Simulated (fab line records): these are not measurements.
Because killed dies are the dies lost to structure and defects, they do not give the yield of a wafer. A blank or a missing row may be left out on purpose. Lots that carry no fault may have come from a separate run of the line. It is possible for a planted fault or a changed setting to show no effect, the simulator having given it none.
fab line records -- flow sky130
record: lots: 11, wafers: 32, last_day: 50
route steps=708 shown SONOS_ONO@173 POLY_GATE@236 METAL5@676 PAD_OPEN@708
lots that met no fault: from a run of the same line without faults
start_h: hours from the record's opening day to when the first of the lot's shown wafers began -- wait_h: hours from the lot's prior step to this one -- " identical to the entry in the row above -- L1.1+2: a single row standing in for several wafers -- - value missing, or start not given -- * or withheld: withheld -- < > ~ a bound
route shown NAME@n: NAME is a module with steps in the file, n the number in the route of the first one -- usual: mean/standard deviation taken from wafers without a fault -- same: alike in all rows -- chamber/n: place in a boat -- sites: per-site readings -- _std_site: standard deviation of those values -- _edge_site: inner sites' mean taken away from outer sites' mean -- radius_mm: how far each site lies from the wafer's centre -- mask NAME#n: copy n -- behind: the most recent tool/chamber to have shaped the wafer -- hold: why the lot was held/for how many hours/how that ended -- device: the transistor (n, p or np) that didn't switch -- end of line: at the end of the route, the tests of the same wafers -- a step without rows: its recipe alone -- killed: dies lost to structure and defects at the first sort, not the wafer's yield -- map: a wafer's dies, x killed, . not, _ none there
set.NAME: setting as actually run; set.NAME@STEP: the setting as run at that earlier step -- model.NAME: the simulator's own value behind a step, which no gauge read
steps of the route over a sample of lots; a table a step, a row a wafer
services: from which hour (start_h, from the record's first day; less than 0 if before it) a tool's chamber was out of use, for how many hours, and why
== steps ==
step: SKY_SONOS_ONO_THK_MEAS_05
recipe: reads: SiO2_of_SONOS_ONO_CVD_04
usual: SONOS_ONO_CVD_04_THK: 5.72/0.12
lot.wafer,tool,chamber,start_h,wait_h,SONOS_ONO_CVD_04_THK[nm]
L735.1,film_metro-04,-,254.82,0.0,5.67
L735.3,film_metro-04,-,254.82,0.0,5.65
L735.5,film_metro-04,-,254.82,0.0,5.67
L736.1,film_metro-02,-,260.38,0.0,5.75
L736.3,film_metro-02,-,260.38,0.0,5.72
L736.4,film_metro-02,-,260.38,0.0,5.75
L738.2,film_metro-01,-,305.44,0.0,6.06
L738.3,film_metro-01,-,305.44,0.0,6.02
L738.5,film_metro-01,-,305.44,0.0,5.91
L745.2,film_metro-01,-,325.85,0.0,5.83
L745.4,film_metro-01,-,325.85,0.0,5.86
L748.2,film_metro-02,-,348.99,0.0,5.66
L748.3,film_metro-02,-,348.99,0.0,5.79
L748.4,film_metro-02,-,348.99,0.0,5.59
L750.3,film_metro-04,-,373.09,0.0,5.71
L750.5,film_metro-04,-,373.09,0.0,5.75
L750.6,film_metro-04,-,373.09,0.0,5.79
L753.1,film_metro-02,-,402.97,0.0,5.53
L753.4,film_metro-02,-,402.97,0.0,5.53
L753.6,film_metro-02,-,402.97,0.0,5.59
L752.2,film_metro-04,-,404.23,0.0,5.94
L752.3,film_metro-04,-,404.23,0.0,5.86
L752.5,film_metro-04,-,404.23,0.0,5.92
L755.1,film_metro-04,-,417.42,0.0,5.69
L755.3,film_metro-04,-,417.42,0.0,5.66
L755.5,film_metro-04,-,417.42,0.0,5.80
L758.1,film_metro-01,-,434.69,0.0,5.83
L758.2,film_metro-01,-,434.69,0.0,5.84
L758.3,film_metro-01,-,434.69,0.0,5.89
L757.2,film_metro-02,-,434.70,0.0,5.64
L757.3,film_metro-02,-,434.70,0.0,5.67
L757.6,film_metro-02,-,434.70,0.0,5.59
step: SKY_POLY_GATE_CD_MEAS_22
usual: cd_nm: 149.2/1.7
lot.wafer,tool,chamber,start_h,wait_h,cd_nm
L735.1,cd_sem-02,-,360.03,0.1,145.9
L735.3,cd_sem-02,-,360.03,0.1,146.7
L735.5,cd_sem-02,-,360.03,0.1,148.8
L736.1,cd_sem-01,-,375.89,0.1,150.4
L736.3,cd_sem-01,-,375.89,0.1,150.7
L736.4,cd_sem-01,-,375.89,0.1,151.0
L738.2,cd_sem-02,-,429.06,0.1,150.3
L738.3,cd_sem-02,-,429.06,0.1,149.5
L738.5,cd_sem-02,-,429.06,0.1,150.5
L745.2,cd_sem-02,-,456.32,0.1,149.6
L745.4,cd_sem-02,-,456.32,0.1,147.1
L748.2,cd_sem-01,-,477.71,0.1,148.6
L748.3,cd_sem-01,-,477.71,0.1,149.2
L748.4,cd_sem-01,-,477.71,0.1,149.6
L750.3,cd_sem-02,-,505.06,0.1,145.1
L750.5,cd_sem-02,-,505.06,0.1,148.7
L750.6,cd_sem-02,-,505.06,0.1,146.5
L753.1,cd_sem-02,-,535.40,0.1,149.2
L753.4,cd_sem-02,-,535.40,0.1,149.0
L753.6,cd_sem-02,-,535.40,0.1,149.9
L752.2,cd_sem-02,-,539.24,0.1,149.4
L752.3,cd_sem-02,-,539.24,0.1,147.6
L752.5,cd_sem-02,-,539.24,0.1,150.0
L755.1,cd_sem-02,-,545.96,0.1,147.5
L755.3,cd_sem-02,-,545.96,0.1,148.3
L755.5,cd_sem-02,-,545.96,0.1,148.3
L757.2,cd_sem-02,-,563.59,0.1,149.1
L757.3,cd_sem-02,-,563.59,0.1,147.6
L757.6,cd_sem-02,-,563.59,0.1,148.8
L758.1,cd_sem-01,-,565.88,0.1,149.2
L758.2,cd_sem-01,-,565.88,0.1,147.5
L758.3,cd_sem-01,-,565.88,0.1,148.8
step: SKY_METAL5_METAL_ETCH_15
recipe: target_depth_a: 12600, stop_on: SiO2, over_etch_frac: 0.2, time_s: 252, chemistry: Cl2/BCl3, resist_sidewall_deg: 86, pressure_mtorr: 10, icp_w: 900, bias_w: 48.5, Cl2_flow_sccm: 60, bcl3_flow_sccm: 30
usual: drypump_motor_current_A: 5.8/0.51, he_backside_leak_sccm: 3.38/0.29, oes_product_au: 0.893/0.0047, throttle_valve_pct: 22.265/0.0099
same: over_etch_frac: 0.2
lot.wafer,tool,chamber,start_h,wait_h,drypump_motor_current_A,he_backside_leak_sccm,oes_product_au,rf_hours_counter_h,throttle_valve_pct
L735.1,rie_metal-03,0,1017.07,0.0,5.7,3.37,0.895,7,22.264
L735.3,rie_metal-03,1,1017.07,0.0,6.6,3.13,0.889,-,22.281
L735.5,rie_metal-03,1,1017.07,0.0,6.6,3.12,0.885,-,22.268
L736.1,rie_metal-02,1,1030.93,0.0,5.7,3.21,0.898,11,22.278
L736.3,rie_metal-02,0,1030.93,0.0,5.7,5.31,0.893,-,22.260
L736.4,rie_metal-02,1,1030.93,0.0,5.7,5.40,0.892,-,22.266
L738.2,rie_metal-03,0,1070.77,0.0,5.7,3.24,0.897,11,22.259
L738.3,rie_metal-03,0,1070.77,0.0,5.7,3.27,0.891,-,22.260
L738.5,rie_metal-03,0,1070.77,0.0,5.7,3.32,0.891,-,22.255
L745.2,rie_metal-03,0,1086.38,0.0,5.7,3.41,0.898,13,22.265
L745.4,rie_metal-03,0,1086.38,0.0,5.7,3.47,0.832,-,22.274
L748.2,rie_metal-02,1,1104.32,0.0,5.7,3.25,0.894,16,22.260
L748.3,rie_metal-02,0,1104.32,0.0,5.7,3.41,0.906,-,22.265
L748.4,rie_metal-02,1,1104.32,0.0,5.7,3.15,0.887,-,22.270
L750.3,rie_metal-02,0,1123.16,0.1,5.7,3.48,0.895,-,22.265
L750.5,rie_metal-02,0,1123.16,0.1,5.7,3.40,0.899,-,22.250
L750.6,rie_metal-02,1,1123.16,0.1,5.7,3.60,0.899,-,22.264
L753.1,rie_metal-02,0,1143.28,0.0,5.7,3.40,0.899,26,22.264
L753.4,rie_metal-02,0,1143.28,0.0,5.7,3.44,0.900,-,22.252
L753.6,rie_metal-02,0,1143.28,0.0,5.7,3.36,0.896,-,22.244
L752.2,rie_metal-02,1,1145.08,0.0,5.7,3.00,0.899,19,22.269
L752.3,rie_metal-02,0,1145.08,0.0,5.7,3.40,0.896,-,22.237
L752.5,rie_metal-02,1,1145.08,0.0,5.7,3.35,0.891,-,22.264
L755.1,rie_metal-01,1,1147.17,0.1,5.0,3.58,0.889,22,22.267
L755.3,rie_metal-01,1,1147.17,0.1,4.9,3.51,0.886,-,22.269
L755.5,rie_metal-01,1,1147.17,0.1,4.9,3.50,0.887,-,22.281
L757.2,rie_metal-01,0,1159.47,0.0,5.7,3.35,0.889,0,22.269
L757.3,rie_metal-01,0,1159.47,0.0,5.7,3.37,0.890,-,22.267
L757.6,rie_metal-01,0,1159.47,0.0,5.7,3.35,0.897,-,22.266
L758.1,rie_metal-03,0,1165.22,0.0,5.7,3.37,0.883,19,22.263
L758.2,rie_metal-03,1,1165.22,0.0,6.6,3.09,0.897,29,22.273
L758.3,rie_metal-03,0,1165.22,0.0,5.7,3.31,0.898,-,22.272
step: SKY_METAL5_STRIP_16
recipe: chemistry: O2/N2, power_w: 1400, pressure_mtorr: 1500, platen_temp_c: withheld, o2_flow_sccm: 3000, n2_flow_sccm: 300, overash_fraction: 0.5
usual: drypump_motor_current_A: 5.7/0.53, n2_flow_sccm: 300.1/0.86, oes_product_au: 0.710/0.004, strip_time_to_endpoint_s: 13.09/0.095
lot.wafer,tool,chamber,start_h,wait_h,drypump_motor_current_A,n2_flow_sccm,oes_product_au,rf_hours_counter_h,strip_time_to_endpoint_s
L735.1,plasma_asher-04,0,1017.30,0.2,6.4,299.5,0.715,120,13.22
L735.3,plasma_asher-04,1,1017.30,0.2,5.4,299.6,0.711,-,13.09
L735.5,plasma_asher-04,0,1017.30,0.2,6.4,299.7,0.707,-,13.18
L736.1,plasma_asher-01,0,1031.17,0.2,5.0,298.8,0.715,58,13.10
L736.3,plasma_asher-01,0,1031.17,0.2,4.9,299.7,0.711,-,13.05
L736.4,plasma_asher-01,1,1031.17,0.2,6.3,300.8,0.709,-,13.05
L738.2,plasma_asher-02,1,1071.00,0.2,5.8,301.2,0.707,91,13.23
L738.3,plasma_asher-02,1,1071.00,0.2,5.8,300.9,0.711,-,13.17
L738.5,plasma_asher-02,0,1071.00,0.2,5.1,299.8,0.722,-,13.14
L745.2,plasma_asher-04,1,1086.62,0.2,5.5,301.1,0.700,2,13.17
L745.4,plasma_asher-04,0,1086.62,0.2,6.4,298.6,0.711,-,15.47
L748.2,plasma_asher-04,1,1104.55,0.2,5.4,299.2,0.709,4,12.97
L748.3,plasma_asher-04,0,1104.55,0.2,6.4,299.7,0.709,-,12.91
L748.4,plasma_asher-04,1,1104.55,0.2,5.5,299.3,0.709,-,12.95
L750.3,plasma_asher-04,0,1123.35,0.1,6.4,299.6,0.704,-,13.06
L750.5,plasma_asher-04,1,1123.35,0.1,5.5,299.4,0.718,-,13.09
L750.6,plasma_asher-04,0,1123.35,0.1,6.4,299.8,0.710,-,13.14
L753.1,plasma_asher-04,1,1143.52,0.2,5.5,300.4,0.709,7,13.06
L753.4,plasma_asher-04,0,1143.52,0.2,6.4,299.5,0.707,-,13.12
L753.6,plasma_asher-04,0,1143.52,0.2,6.4,300.0,0.700,-,13.07
L752.2,plasma_asher-04,0,1145.32,0.2,6.4,299.0,0.702,8,13.08
L752.3,plasma_asher-04,1,1145.32,0.2,5.5,298.8,0.710,-,12.95
L752.5,plasma_asher-04,0,1145.32,0.2,6.4,300.5,0.706,-,13.11
L755.1,plasma_asher-01,1,1147.64,0.4,6.3,301.5,0.713,70,13.16
L755.3,plasma_asher-01,0,1147.64,0.4,5.0,298.8,0.711,-,13.05
L755.5,plasma_asher-01,1,1147.64,0.4,6.4,301.3,0.702,-,13.00
L757.2,plasma_asher-04,0,1159.70,0.2,6.4,299.6,0.715,9,13.26
L757.3,plasma_asher-04,0,1159.70,0.2,6.4,300.7,0.716,-,13.41
L757.6,plasma_asher-04,0,1159.70,0.2,6.4,300.3,0.713,-,13.23
L758.1,plasma_asher-04,1,1165.45,0.2,5.5,301.0,0.711,9,13.26
L758.2,plasma_asher-04,0,1165.45,0.2,6.4,300.4,0.708,9,13.22
L758.3,plasma_asher-04,0,1165.45,0.2,6.4,302.6,0.707,-,13.29
step: SKY_PAD_OPEN_PROBE_99
usual: defect_limited_yield: 82.6/1.8, killed_at_M0_to_M3: 43/7, killed_at_M4_up: 3.4/1.9, killed_at_contacts: 24/5.4, killed_at_front_end: 15/4.4, killed_at_other: 0.4/0.63, killed_dies: 86/9.1, killed_on_rim: 16/3.5, killed_open: 46/6.6, killed_short: 39/6.6, sort_bin_3_pad_short: 0.9/0.46, sort_bin_5_function: 10.3/1.4, sort_bin_6_memory: 6.2/1.1, sort_n_pass: 406/9.1, sort_yield_pct: 82.6/1.8
same: gross_dies: 492, killed_at_back_side: 0, sort_bin_4_leakage[%]: 0, sort_bin_8_speed[%]: 0
lot.wafer,tool,chamber,start_h,wait_h,hold,defect_limited_yield[%],killed_at_M0_to_M3,killed_at_M4_up,killed_at_contacts,killed_at_front_end,killed_at_other,killed_dies,killed_on_rim,killed_open,killed_short,sort_bin_3_pad_short[%],sort_bin_5_function[%],sort_bin_6_memory[%],sort_n_pass,sort_yield_pct[%]
L745.2,prober-01,-,1130.82,0.1,await_dispo/6.4h/release,83.7,44,1,22,13,0,80,16,39,41,0.6,9.1,6.5,412,83.7
L745.4,prober-01,-,1130.92,0.2,await_dispo/6.4h/release,0,52,413,17,10,0,492,96,45,34,1.2,93.3,5.5,0,0
L753.1,prober-02,-,1181.45,0.1,-,80.5,50,1,29,15,1,96,19,56,40,0.8,10.8,7.9,396,80.5
L753.4,prober-02,-,1181.60,0.2,-,82.5,39,4,26,17,0,86,13,53,33,0.4,10.2,6.9,406,82.5
L753.6,prober-02,-,1181.70,0.2,-,82.9,50,4,20,9,1,84,17,37,46,1.8,8.1,7.1,408,82.9
L755.1,prober-02,-,1185.01,0.1,-,84.6,39,6,19,12,0,76,16,51,25,0.6,10.8,4.1,416,84.6
L755.3,prober-02,-,1185.11,0.2,-,80.3,37,6,29,25,0,97,15,52,45,1.0,12.2,6.5,395,80.3
L755.5,prober-02,-,1185.21,0.2,-,84.8,49,0,17,9,0,75,15,44,31,0.4,10.6,4.3,417,84.8
L757.2,prober-01,-,1194.92,0.1,-,84.8,34,3,24,14,0,75,15,39,36,1.4,8.1,5.7,417,84.8
L757.3,prober-01,-,1194.97,0.2,-,80.7,44,0,33,17,1,95,18,39,56,0.8,10.4,8.1,397,80.7
L757.6,prober-01,-,1195.12,0.2,-,86.2,34,1,20,13,0,68,14,33,35,0.4,9.3,4.1,424,86.2
killed by level:class
L745.2 VIA2:geometric_particle:open=11 CONTACT:geometric_particle:short=9 VIA1:geometric_particle:open=8 CONTACT:geometric_particle:open=7 VIA1:geometric_particle:short=6 VIA3:geometric_particle:open=6 FIELD_ISO:geometric_particle:short=4 METAL1:geometric_particle:short=4
L745.4 METAL5:area_etch=413 VIA1:geometric_particle:open=9 VIA2:geometric_particle:open=8 METAL1:geometric_particle:short=8 CONTACT:geometric_particle:open=6 METAL3:geometric_particle:short=5 LI_CONTACT:geometric_particle:open=5 VIA3:geometric_particle:open=5
L753.1 CONTACT:geometric_particle:open=14 VIA2:geometric_particle:open=10 LI_CONTACT:geometric_particle:open=9 METAL2:geometric_particle:short=9 METAL1:geometric_particle:short=9 VIA1:geometric_particle:open=6 VIA3:geometric_particle:open=5 FIELD_ISO:geometric_particle:short=4
L753.4 LI_CONTACT:geometric_particle:open=10 VIA1:geometric_particle:open=9 METAL2:geometric_particle:short=7 VIA3:geometric_particle:open=6 FIELD_ISO:geometric_particle:open=5 POLY_GATE:geometric_particle:open=5 POLY_GATE:geometric_particle:short=4 LOCAL_INTERCONNECT:geometric_particle:short=4
L753.6 VIA1:geometric_particle:short=8 VIA1:geometric_particle:open=8 METAL2:geometric_particle:short=8 VIA3:geometric_particle:open=8 CONTACT:geometric_particle:open=7 VIA2:geometric_particle:open=6 LI_CONTACT:geometric_particle:open=5 CONTACT:geometric_particle:short=4
L755.1 VIA1:geometric_particle:open=12 CONTACT:geometric_particle:open=9 VIA3:geometric_particle:open=8 LI_CONTACT:geometric_particle:open=5 POLY_GATE:geometric_particle:open=4 METAL4:geometric_particle:short=4 VIA1:geometric_particle:short=4 METAL2:geometric_particle:short=4
L755.3 CONTACT:geometric_particle:open=12 FIELD_ISO:geometric_particle:open=8 VIA2:geometric_particle:open=7 VIA1:geometric_particle:open=6 LOCAL_INTERCONNECT:geometric_particle:short=6 VIA3:geometric_particle:open=6 FIELD_ISO:geometric_particle:short=5 LI_CONTACT:geometric_particle:open=5
L755.5 VIA2:geometric_particle:open=10 VIA3:geometric_particle:open=9 CONTACT:geometric_particle:open=9 VIA1:geometric_particle:open=6 VIA1:geometric_particle:short=5 LOCAL_INTERCONNECT:geometric_particle:short=4 VIA2:geometric_particle:short=4 VIA3:geometric_particle:short=3
L757.2 CONTACT:geometric_particle:open=9 POLY_GATE:geometric_particle:open=6 VIA2:geometric_particle:open=6 VIA1:geometric_particle:open=6 LOCAL_INTERCONNECT:geometric_particle:short=5 CONTACT:geometric_particle:short=5 METAL2:geometric_particle:short=4 LI_CONTACT:geometric_particle:open=4
L757.3 CONTACT:geometric_particle:open=11 CONTACT:geometric_particle:short=10 VIA1:geometric_particle:open=8 METAL2:geometric_particle:short=8 VIA2:geometric_particle:short=7 LOCAL_INTERCONNECT:geometric_particle:short=6 POLY_GATE:geometric_particle:open=5 VIA1:geometric_particle:short=5
L757.6 CONTACT:geometric_particle:open=6 METAL1:geometric_particle:short=6 VIA1:geometric_particle:open=6 LI_CONTACT:geometric_particle:open=5 FIELD_ISO:geometric_particle:short=4 LOCAL_INTERCONNECT:geometric_particle:short=4 CONTACT:geometric_particle:short=4 VIA3:geometric_particle:short=4
== services ==
tool,chamber,start_h,hours,kind
rie_metal-01,1,998.53,12.9,repair
plasma_asher-04,-,1055.25,9.0,pm
plasma_asher-04,0,1055.25,9.0,vent_cycle
plasma_asher-04,1,1055.25,9.0,vent_cycle
plasma_asher-04,-,1055.50,0.7,repair
plasma_asher-04,0,1064.25,-,clean
plasma_asher-04,1,1064.25,-,clean
rie_metal-03,-,1095.31,0.6,repair
rie_metal-01,0,1140.87,-,clean
rie_metal-01,0,1140.87,-,consumable_replace:focus_ring
rie_metal-01,0,1140.87,14.6,scheduled_down
rie_metal-01,0,1140.87,14.6,vent_cycle
rie_metal-02,0,1161.52,2.6,repair
plasma_asher-01,-,1163.87,4.0,pm
== key ==
first_sign: step: SKY_METAL5_METAL_ETCH_15, reading: oes_product_au, direction: down, sigmas: 13, usual: 0.893, struck: 0.832
effect: step: SKY_METAL5_STRIP_16, reading: strip_time_to_endpoint_s, direction: up, sigmas: 25, usual: *, struck: *
effect: step: SKY_PAD_OPEN_PROBE_99, reading: killed_at_M4_up, direction: up, sigmas: 99+, usual: 3.4, struck: 413
more_kills_born_at: SKY_METAL5_METAL_ETCH_15@rie_metal-03: 413
met_at SKY_METAL5_METAL_ETCH_15
struck_lots L745
struck_wafers L745.4
later_rows_left_out L745.4
not_acting_at SKY_SONOS_ONO_THK_MEAS_05,SKY_POLY_GATE_CD_MEAS_22
onset_between 1070.77 1086.38
fault: kind: process_parameter_drift, tool: rie_metal-03, chamber: -, onset_h: 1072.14, steps: SKY_METAL5_METAL_ETCH_15, channel: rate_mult, offset: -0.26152, shape: step, end_h: 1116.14, scope: struck_wafers_only
later_rows_left_out: the simulator's readings of these wafers behind a module that went badly wrong aren't trusted and aren't shown, but for the sort
